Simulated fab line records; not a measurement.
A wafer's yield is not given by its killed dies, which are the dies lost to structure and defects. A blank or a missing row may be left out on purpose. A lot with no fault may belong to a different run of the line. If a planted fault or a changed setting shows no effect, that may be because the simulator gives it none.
8D (eight disciplines) problem report, filled in by code	flow sky130	the parts of the form that need people (team, actions taken, sign-off) are left out

1. WHAT IS WRONG
Mean of beam_energy_keV at SKY_LDD_LDN_IMPLANT_09: 15.298 across 6 wafers in 2 lots; on wafers with no fault it is 15.000 (standard deviation 0.0043). Relative to the usual mean, that is a shift of +69 standard deviations.
The first sign was on wafer L836.1 at day 27 11:53, on implanter-02. At this step, 36 wafers from 12 lots have a number in the record. By rule, "out" or "out of limits" means more than 4 standard deviations away from the usual mean. Any other wafer with a number is counted as sound.

2. WHAT THIS IS AND IS NOT
question	is	is not
which readings at this step	beam_energy_keV	-
which lots	L836, L838	L825, L826, L827, L837, L840, L841, L843, L845, L847, L848
which wafers of those lots	all that have a number	-
read on which tools	implanter-02	implanter-03, implanter-04
when	from day 27 11:53	up to then (12 sound wafers); but 18 sound wafers of L840, L841, L843, L845, L847, L848 came after

3. THE SUSPECTS, EACH WITH WHAT RULES IT OUT
Counting: a tool at a process step up to the reading stays a suspect if it ran every lot that is out and no sound lot after the first of them.
- implanter-02 at SKY_LDD_LDN_IMPLANT_09: ruled out as a lasting fault. After its first lot that is out, L836 (day 27 11:53), sound lots L847 ran on it.
Left after counting: nothing in the record.

4. THE CAUSE (what the simulator had put in)
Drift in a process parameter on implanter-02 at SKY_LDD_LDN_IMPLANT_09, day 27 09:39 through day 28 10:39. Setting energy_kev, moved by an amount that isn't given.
Counting ruled it out, wrongly.

5. THE EFFECT CHAIN, in route order
Each row: a reading where the mean over the struck wafers with a number is more than 3 standard deviations away from the usual. Readings are gone through only where the record gives a usual standard deviation; hours: the median, over the lots, of the time from a lot's start at the first step in this table giving one to that lot's start at this step; sigmas: the change measured in usual standard deviations.
hours	step	reading	usual	on struck wafers	change	sigmas
0	SKY_LDD_LDN_IMPLANT_09	beam_energy_keV	15.000	15.298	+0.298	+69
Process steps it contains:
- SKY_LDD_LDN_IMPLANT_09

6. HOW IT WOULD HAVE BEEN CAUGHT EARLIER
In this record the first reading out of limits was taken at day 27 11:53, 2 hours after the fault began at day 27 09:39.
